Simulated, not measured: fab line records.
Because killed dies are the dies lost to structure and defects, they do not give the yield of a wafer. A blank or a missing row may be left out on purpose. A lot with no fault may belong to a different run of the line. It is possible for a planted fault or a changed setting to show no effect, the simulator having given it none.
fab line records	flow sky130
record: lots: 12	wafers: 36	last_day: 50
route steps=708 shown FIELD_ISO@5 NWELL@34 VT_ADJUST_LVTN@104 SONOS_ONO@168
lots that met no fault: from a run of the same line without faults
start_h: the number of hours between the record's first day and the start of the first shown wafer of the lot	wait_h: time in hours since the lot's previous step	" identical to the entry in the row above	L1.1+2: one row covering several wafers at once	- either no value or no given start	* or withheld: withheld	< > ~ a bound
route shown NAME@n: NAME is a module with steps in the file, n the number in the route of the first one	usual: mean/standard deviation taken from wafers without a fault	same: alike in all rows	chamber/n: place in a boat	sites: the reading at each site	_std_site: standard deviation of those values	_edge_site: outer sites' mean less inner sites'	radius_mm: how far each site lies from the wafer's centre	mask NAME#n: copy n	behind: the most recent tool/chamber to have shaped the wafer	hold: cause of the lot's hold/its duration in hours/its outcome	device: names the non-switching transistor (n, p or np)	end of line: the route-end tests of the same wafers	where a step has no rows: the recipe by itself	killed: at the first sort, the dies lost to defects and structure; wafer yield is something else	map: per-die view of a wafer (x killed, . not killed, _ where there is no die)
set.NAME: the setting that was run; set.NAME@STEP: the one run at that earlier step	model.NAME: the simulator's own value behind a step, which no gauge read
steps of the route over a sample of lots; a table a step, a row a wafer
services: the hour from which a tool's chamber was out of use, counted from the record's first day as start_h (under 0 if before that day), plus the number of hours and why
== steps ==
step: SKY_FIELD_ISO_THK_MEAS_04
recipe: reads: Si3N4_of_FIELD_ISO_CVD_03
usual: FIELD_ISO_CVD_03_THK: 166.0/1.5
lot.wafer	tool	chamber	start_h	wait_h	FIELD_ISO_CVD_03_THK[nm]
L705.1	film_metro-01	-	16.47	0.0	167.9
L705.2	"	-	"	"	167.5
L705.5	"	-	"	"	166.9
L706.2	film_metro-01	-	18.49	0.0	165.1
L706.3	"	-	"	"	165.6
L706.6	"	-	"	"	164.9
L707.3	film_metro-02	-	23.89	0.0	166.8
L707.5	"	-	"	"	167.0
L707.6	"	-	"	"	168.0
L708.2	film_metro-02	-	29.75	0.0	166.2
L708.3	"	-	"	"	166.7
L708.5	"	-	"	"	167.0
L710.2	film_metro-01	-	39.50	0.0	165.7
L710.4	"	-	"	"	165.6
L710.6	"	-	"	"	163.5
L711.3	film_metro-02	-	43.74	0.0	164.0
L711.4	"	-	"	"	163.5
L711.5	"	-	"	"	163.9
L712.1	film_metro-02	-	49.14	0.0	166.3
L712.2	"	-	"	"	166.4
L712.3	"	-	"	"	166.6
L724.2	film_metro-02	-	108.82	0.0	169.2
L724.3	"	-	"	"	167.9
L724.4	"	-	"	"	167.7
L725.1	film_metro-02	-	113.54	0.0	165.3
L725.3	"	-	"	"	166.6
L725.5	"	-	"	"	166.9
L726.3	film_metro-04	-	118.50	0.0	164.8
L726.4	"	-	"	"	164.7
L726.5	"	-	"	"	164.9
L727.2	film_metro-04	-	124.25	0.0	165.1
L727.3	"	-	"	"	166.2
L727.4	"	-	"	"	165.5
L728.1	film_metro-02	-	129.83	0.0	162.8
L728.3	"	-	"	"	164.1
L728.4	"	-	"	"	163.5
step: SKY_NWELL_THK_MEAS_02
recipe: reads: SiO2_of_NWELL_OXIDATION_01
usual: NWELL_OXIDATION_THK: 10.01/0.19
lot.wafer	tool	chamber	start_h	wait_h	NWELL_OXIDATION_THK[nm]
L705.1	film_metro-01	-	40.37	0.0	9.96
L705.2	"	-	"	"	10.13
L705.5	"	-	"	"	10.20
L706.2	film_metro-02	-	41.56	0.0	10.15
L706.3	"	-	"	"	9.86
L706.6	"	-	"	"	9.85
L707.3	film_metro-03	-	45.81	0.0	10.14
L707.5	"	-	"	"	10.08
L707.6	"	-	"	"	10.08
L708.2	film_metro-01	-	54.76	0.0	10.17
L708.3	"	-	"	"	9.98
L708.5	"	-	"	"	10.02
L710.2	film_metro-01	-	64.21	0.0	9.68
L710.4	"	-	"	"	9.63
L710.6	"	-	"	"	9.75
L711.3	film_metro-02	-	70.02	0.0	9.85
L711.4	"	-	"	"	9.83
L711.5	"	-	"	"	9.71
L712.1	film_metro-02	-	74.56	0.0	9.77
L712.2	"	-	"	"	9.75
L712.3	"	-	"	"	9.71
L724.2	film_metro-03	-	136.88	0.0	9.99
L724.3	"	-	"	"	10.12
L724.4	"	-	"	"	10.02
L725.1	film_metro-02	-	140.69	0.0	10.14
L725.3	"	-	"	"	10.01
L725.5	"	-	"	"	9.98
L726.3	film_metro-03	-	144.89	0.0	9.78
L726.4	"	-	"	"	9.93
L726.5	"	-	"	"	9.75
L727.2	film_metro-03	-	151.07	0.0	9.91
L727.3	"	-	"	"	10.00
L727.4	"	-	"	"	10.07
L728.1	film_metro-02	-	156.27	0.0	10.00
L728.3	"	-	"	"	10.04
L728.4	"	-	"	"	10.07
step: SKY_VT_ADJUST_LVTN_OVL_MEAS_07
usual: VT_ADJUST_LVTN_OVL: -0.6/1.3
lot.wafer	tool	chamber	start_h	wait_h	VT_ADJUST_LVTN_OVL[nm]
L705.1	overlay-01	-	144.27	-	-1.7
L705.2	"	-	"	"	-0.5
L705.5	"	-	"	"	-1.9
L706.2	overlay-02	-	145.52	-	0.7
L706.3	"	-	"	"	-1.2
L706.6	"	-	"	"	-0.7
L707.3	overlay-01	-	150.90	-	-0.9
L707.5	"	-	"	"	-1.8
L707.6	"	-	"	"	-0.7
L708.2	overlay-01	-	163.77	-	-0.5
L708.3	"	-	"	"	0.3
L708.5	"	-	"	"	-0.5
L710.2	overlay-02	-	175.38	-	-1.1
L710.4	"	-	"	"	-1.7
L710.6	"	-	"	"	-1.8
L711.3	overlay-02	-	182.18	-	-1.3
L711.4	"	-	"	"	-2.1
L711.5	"	-	"	"	-1.3
L712.1	overlay-01	-	188.42	-	1.1
L712.2	"	-	"	"	0.7
L712.3	"	-	"	"	0.7
L724.2	overlay-02	-	268.48	-	-1.4
L724.3	"	-	"	"	-3.3
L724.4	"	-	"	"	-1.4
L725.1	overlay-01	-	273.72	-	-0.3
L725.3	"	-	"	"	0.0
L725.5	"	-	"	"	-0.4
L726.3	overlay-01	-	277.83	-	-1.7
L726.4	"	-	"	"	-0.1
L726.5	"	-	"	"	0.0
L727.2	overlay-02	-	286.18	-	-0.4
L727.3	"	-	"	"	-2.6
L727.4	"	-	"	"	-2.4
L728.1	overlay-02	-	292.48	-	-0.5
L728.3	"	-	"	"	-0.2
L728.4	"	-	"	"	-0.5
step: SKY_SONOS_ONO_OXIDATION_00
recipe: temp_c: 800	ambient: O2	idle_temp_c: 700	ramp_up_c_per_min: 10	ramp_down_c_per_min: 3	stabilise_s: 600	purge_s: 300	target_thk_a: 26	ox_time_s: 1249
usual: spike_tc_bottom_C: 823.9/2.9	spike_tc_centre_C: 801.2/1.4	spike_tc_lower_C: 801.1/1	spike_tc_top_C: 813.6/1.2	spike_tc_upper_C: 800.7/1.2	tube_center_temp_C: 800/0.074	tube_center_temp_C_max: 802.0/0.31	zone_power_lower_pct: 16.6/0.87	zone_power_upper_pct: 15.2/1.3
same: ox_time_s: 1249	stabilise_s: 600
lot.wafer	tool	chamber	start_h	wait_h	spike_tc_bottom_C	spike_tc_centre_C	spike_tc_lower_C	spike_tc_top_C	spike_tc_upper_C	tube_center_temp_C	tube_center_temp_C_max	zone_power_lower_pct	zone_power_upper_pct
L705.1	furnace-01	0	253.50	1.0	820.8	801.4	799.4	812.9	799.9	799.96	802.0	17.3	15.8
L705.2	"	0	"	"	821.4	802.8	801.5	813.2	801.6	800.15	802.5	17.3	15.9
L705.5	"	0	"	"	821.8	803.0	799.2	811.8	801.2	799.89	801.5	17.5	16.3
L706.2	furnace-01	0	253.50	0.0	821.1	800.4	801.0	813.2	801.2	800.09	802.6	17.3	16.3
L706.3	"	0	"	"	821.7	802.6	800.1	812.6	800.8	799.9	802.1	17.3	16.3
L706.6	"	0	"	"	820.2	801.3	800.8	812.3	803.6	800.01	801.9	17.4	16.4
L707.3	furnace-01	0	262.09	0.9	822.6	801.3	799.8	812.9	800.8	800.04	801.9	17.5	16.2
L707.5	"	0	"	"	820.7	800.7	799.9	814.1	801.6	799.95	801.9	17.4	16.5
L707.6	"	0	"	"	821.2	802.9	799.4	812.3	800.4	800.08	801.9	17.7	16.3
L708.2	furnace-02	0	276.90	1.2	826.2	798.9	801.9	813.0	798.4	800.01	802.0	15.5	13.8
L708.3	"	0	"	"	827.2	800.7	803.4	814.1	800.9	799.97	801.8	15.6	13.5
L708.5	"	0	"	"	828.0	800.2	802.3	813.9	799.7	800.07	801.9	15.7	14.1
L710.2	furnace-02	0	291.11	1.6	825.5	799.9	801.5	814.4	799.9	800.05	802.2	16.1	13.8
L710.4	"	0	"	"	825.5	800.6	801.9	815.4	800.1	800.04	801.7	15.7	13.8
L710.6	"	0	"	"	827.2	799.3	800.5	812.6	799.7	800.14	802.3	15.4	13.8
L711.3	furnace-02	0	301.46	2.4	851.5	824.0	827.0	838.6	825.8	823.69	825.3	16.7	14.7
L711.4	"	0	"	"	851.5	825.2	825.7	836.3	823.0	823.69	825.7	16.5	14.5
L711.5	"	0	"	"	851.4	824.8	824.4	838.1	823.8	823.79	825.9	16.8	14.9
L712.1	furnace-02	0	306.99	1.6	850.9	822.9	824.7	837.4	823.4	823.77	825.2	16.5	14.8
L712.2	"	0	"	"	851.5	825.2	824.1	838.3	824.2	823.82	826.4	16.7	14.6
L712.3	"	0	"	"	850.7	824.6	825.0	837.9	822.5	823.77	825.7	16.7	14.9
L724.2	furnace-01	0	403.44	0.7	821.3	801.1	802.7	812.4	802.7	800.02	802.2	17.7	16.4
L724.3	"	0	"	"	820.1	804.2	798.6	810.5	799.4	799.99	802.1	17.2	16.3
L724.4	"	0	"	"	821.7	802.2	800.5	813.2	800.5	800.12	802.7	17.5	16.4
L725.1	furnace-02	0	411.63	1.2	826.1	799.7	801.0	814.0	799.9	799.94	802.1	15.6	13.8
L725.3	"	0	"	"	825.8	800.2	801.7	814.7	801.0	800.06	801.6	15.8	13.8
L725.5	"	0	"	"	826.5	802.5	801.6	814.0	799.6	799.99	802.4	15.7	13.9
L726.3	furnace-02	0	412.98	0.1	828.0	799.1	802.2	813.0	800.4	800.05	801.9	16.0	13.5
L726.4	"	0	"	"	825.9	798.6	803.0	814.4	798.4	799.95	802.1	15.7	13.9
L726.5	"	0	"	"	827.2	800.0	801.1	814.2	800.6	800.09	802.0	15.7	14.0
L727.2	furnace-01	0	424.69	2.0	821.6	801.1	803.0	814.3	802.5	799.89	801.7	17.4	16.5
L727.3	"	0	"	"	821.7	801.6	802.0	812.6	800.3	800.07	802.2	17.2	16.5
L727.4	"	0	"	"	819.4	803.5	801.6	813.3	802.2	799.94	801.7	17.4	16.4
L728.1	furnace-02	0	432.81	0.5	824.2	800.1	802.1	814.8	799.3	800	802.1	15.8	13.9
L728.3	"	0	"	"	828.5	799.8	800.8	813.5	801.5	800.07	802.1	15.6	13.7
L728.4	"	0	"	"	826.4	800.2	801.1	814.9	798.5	800	802.1	15.7	13.7
step: SKY_SONOS_ONO_THK_MEAS_01
recipe: reads: SiO2_of_SONOS_ONO_OXIDATION_00
usual: SONOS_ONO_OXIDATION_THK: 2.57/0.05
lot.wafer	tool	chamber	start_h	wait_h	SONOS_ONO_OXIDATION_THK[nm]
L705.1	film_metro-02	-	254.85	0.0	2.53
L705.2	"	-	"	"	2.58
L705.5	"	-	"	"	2.60
L706.2	film_metro-04	-	254.86	0.0	2.60
L706.3	"	-	"	"	2.55
L706.6	"	-	"	"	2.58
L707.3	film_metro-04	-	263.46	0.0	2.61
L707.5	"	-	"	"	2.64
L707.6	"	-	"	"	2.53
L708.2	film_metro-01	-	278.25	0.0	2.63
L708.3	"	-	"	"	2.63
L708.5	"	-	"	"	2.61
L710.2	film_metro-01	-	292.47	0.0	2.58
L710.4	"	-	"	"	2.57
L710.6	"	-	"	"	2.53
L711.3	film_metro-04	-	302.83	0.0	3.56
L711.4	"	-	"	"	3.51
L711.5	"	-	"	"	3.57
L712.1	film_metro-04	-	308.34	0.0	3.58
L712.2	"	-	"	"	3.56
L712.3	"	-	"	"	3.51
L724.2	film_metro-01	-	404.79	0.0	2.53
L724.3	"	-	"	"	2.47
L724.4	"	-	"	"	2.58
L725.1	film_metro-02	-	412.98	0.0	2.60
L725.3	"	-	"	"	2.53
L725.5	"	-	"	"	2.57
L726.3	film_metro-01	-	414.35	0.0	2.59
L726.4	"	-	"	"	2.56
L726.5	"	-	"	"	2.56
L727.2	film_metro-04	-	426.04	0.0	2.49
L727.3	"	-	"	"	2.48
L727.4	"	-	"	"	2.61
L728.1	film_metro-04	-	434.16	0.0	2.56
L728.3	"	-	"	"	2.63
L728.4	"	-	"	"	2.60
== services ==
tool	chamber	start_h	hours	kind
furnace-01	-	248.96	3.0	pm
furnace-01	-	285.14	4.1	pm
furnace-02	-	295.47	3.6	pm
furnace-01	-	324.63	4.1	pm
furnace-02	-	329.69	3.7	pm
== key ==
first_sign: step: SKY_SONOS_ONO_OXIDATION_00	reading: tube_center_temp_C	direction: up	sigmas: 99+	usual: *	struck: *
effect: step: SKY_SONOS_ONO_OXIDATION_00	reading: tube_center_temp_C_max	direction: up	sigmas: 77	usual: *	struck: *
effect: step: SKY_SONOS_ONO_THK_MEAS_01	reading: SONOS_ONO_OXIDATION_THK	direction: up	sigmas: 20	usual: 2.57	struck: 3.55
met_at SKY_SONOS_ONO_OXIDATION_00
struck_lots L711,L712
tester_left_out L711,L712
not_acting_at SKY_FIELD_ISO_THK_MEAS_04,SKY_NWELL_THK_MEAS_02,SKY_VT_ADJUST_LVTN_OVL_MEAS_07
onset_between 291.11 301.46
fault: kind: process_parameter_drift	tool: furnace-02	chamber: -	onset_h: 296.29	steps: SKY_SONOS_ONO_OXIDATION_00	channel: temp_c	offset: *	shape: step	end_h: 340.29	acts_in: *	stated: *
tester_left_out: of these lots the tester's yield and bins aren't shown, on N5 and GAA mostly nor the transistor test; their killed dies are dies lost to structure and defects alone, not to doping, threshold or leakage, so they don't give the yield
